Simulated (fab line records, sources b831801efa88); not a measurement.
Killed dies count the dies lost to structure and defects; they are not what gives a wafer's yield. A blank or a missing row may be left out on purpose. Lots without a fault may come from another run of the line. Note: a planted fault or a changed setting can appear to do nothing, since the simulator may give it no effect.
Which tool was responsible?	flow sky130	14 lots with 42 wafers sampled at 2 steps, on a route of 708 steps

## WHAT EACH GAUGE READ, for each wafer
No reading from a measuring or inspecting step in the record can be judged against a usual standard deviation.

## EACH LOT AND THE TOOL THAT RAN IT (in order: tool; ch and the chambers of the sampled wafers; start)
lot	SKY_VIA4_HDPCVD_00	SKY_PAD_OPEN_PROBE_99
L607	hdpcvd-01 ch 0,2, day 42 02:14	prober-02, day 46 01:26
L608	hdpcvd-02 ch 0,1,2, day 42 15:22	prober-01, day 46 13:24
L609	hdpcvd-01 ch 0,1,2, day 42 16:08	prober-02, day 46 13:43
L611	hdpcvd-02 ch 0,1,2, day 43 00:58	prober-02, day 46 22:01
L612	hdpcvd-02 ch 0,1,2, day 43 05:12	prober-01, day 47 00:29
L616	hdpcvd-01 ch 0,1, day 44 12:47	prober-01, day 48 03:30
L623	hdpcvd-01 ch 0,2, day 46 08:19	prober-02, day 49 15:59
L624	hdpcvd-01 ch 0,1,2, day 46 15:03	prober-01, day 49 22:24
L625	hdpcvd-01 ch 0,1,2, day 46 22:56	prober-02, day 50 06:04
L626	hdpcvd-02 ch 0,1,2, day 46 23:28	prober-01, day 50 07:31
L627	hdpcvd-01 ch 0,2, day 47 01:58	prober-02, day 50 09:04
L628	hdpcvd-02 ch 0,1,2, day 47 09:01	prober-01, day 50 12:20
L629	hdpcvd-01 ch 0,1,2, day 47 19:25	prober-02, day 50 22:19
L630	hdpcvd-02 ch 0,1,2, day 47 20:23	prober-01, day 50 23:40
- SKY_VIA4_HDPCVD_00: deposits SiO2, target thk 1750 nm, time 291.7 s.
- SKY_PAD_OPEN_PROBE_99

## WHAT THE TOOLS THEMSELVES READ (means of the sampled wafers that have a number; where no wafer has one, the mark that the record gives instead)
SKY_VIA4_HDPCVD_00.
lot	tool	susceptor temp C (C)
L607	hdpcvd-01	400.21
L608	hdpcvd-02	399.88
L609	hdpcvd-01	400.04
L611	hdpcvd-02	400.02
L612	hdpcvd-02	399.94
L616	hdpcvd-01	399.92
L623	hdpcvd-01	400.12
L624	hdpcvd-01	399.97
L625	hdpcvd-01	400.02
L626	hdpcvd-02	400.11
L627	hdpcvd-01	399.98
L628	hdpcvd-02	399.87
L629	hdpcvd-01	399.98
L630	hdpcvd-02	399.97

SKY_PAD_OPEN_PROBE_99.
lot	tool	defect limited yield (%)	killed_at_M0_to_M3	killed_at_M4_up	killed at contacts	killed at front end	killed at other	killed dies	killed open	killed short	sort_bin_3_pad_short (%)	sort_bin_5_function (%)	sort_bin_6_memory (%)	sort n pass	sort yield pct (%)
L607	prober-02	80.6	53	2.7	21	19	0.7	95	57	39	1.1	11.3	7.0	397	80.6
L608	prober-01	85.1	32	4.7	22	15	0.7	73	39	34	1.1	7.8	6.0	419	85.1
L609	prober-02	81.3	43	5.0	26	17	0.3	92	47	45	1.0	10.6	7.1	400	81.3
L611	prober-02	77.2	35	37.3	27	12	0.7	112	43	35	2.1	13.5	7.1	380	77.2
L612	prober-01	77.6	40	33.0	23	14	0.7	110	45	33	3.0	13.3	6.1	382	77.6
L616	prober-01	81.6	43	4.0	27	17	0.0	90	48	43	0.7	10.7	7.0	402	81.6
L623	prober-02	83.2	40	4.3	21	17	0.0	82	44	38	0.7	10.4	5.6	410	83.2
L624	prober-01	83.2	36	3.7	25	18	0.0	82	47	35	1.0	9.6	6.2	410	83.2
L625	prober-02	81.0	44	6.0	25	18	0.3	93	47	46	0.9	11.3	6.8	399	81.0
L626	prober-01	83.7	46	3.0	19	12	0.3	80	39	41	0.9	9.9	5.6	412	83.7
L627	prober-02	84.1	39	1.7	22	15	0.3	78	47	31	0.6	9.5	5.8	414	84.1
L628	prober-01	84.6	39	3.3	20	13	0.0	76	44	32	0.5	10.1	4.8	416	84.6
L629	prober-02	81.1	48	3.7	24	16	0.3	93	48	44	1.1	11.3	6.5	399	81.1
L630	prober-01	82.8	42	3.0	26	13	0.3	85	48	36	1.1	10.3	5.8	407	82.8

## THE ANSWER, worked out from the rows above alone
Rule: what is usual is taken from the lots themselves. The widest of any qualifying gaps counts: lots, ordered by their means at a reading, are off when they make up no more than a third of the lots, leave a main group of 4 or more, and stand apart from it by 3 or more times the standard deviation of that group's means. A main group whose means are all the same, to the digits that the tables above print for the reading, isn't used. Also off: a lot with no number at a reading for which 4 or more lots have one. Any other lot the step has rows for is counted as sound. Order of review: gauges by route order, followed by the tools' own readings, for which a lot's mean as printed above is used. The first step at which some lot is off is used, and at that step the reading that is off furthest; a lot without a number counts as furthest.
Off at SKY_PAD_OPEN_PROBE_99 (killed_at_M4_up): L611, L612. The main group: mean 3.8, standard deviation 1.1.
If a tool, at that step or one of the process steps before it, ran each lot that is off and ran no sound lot following the first of them, it fits. None of those tried fits.

## WHAT THE SIMULATOR HAD PUT IN
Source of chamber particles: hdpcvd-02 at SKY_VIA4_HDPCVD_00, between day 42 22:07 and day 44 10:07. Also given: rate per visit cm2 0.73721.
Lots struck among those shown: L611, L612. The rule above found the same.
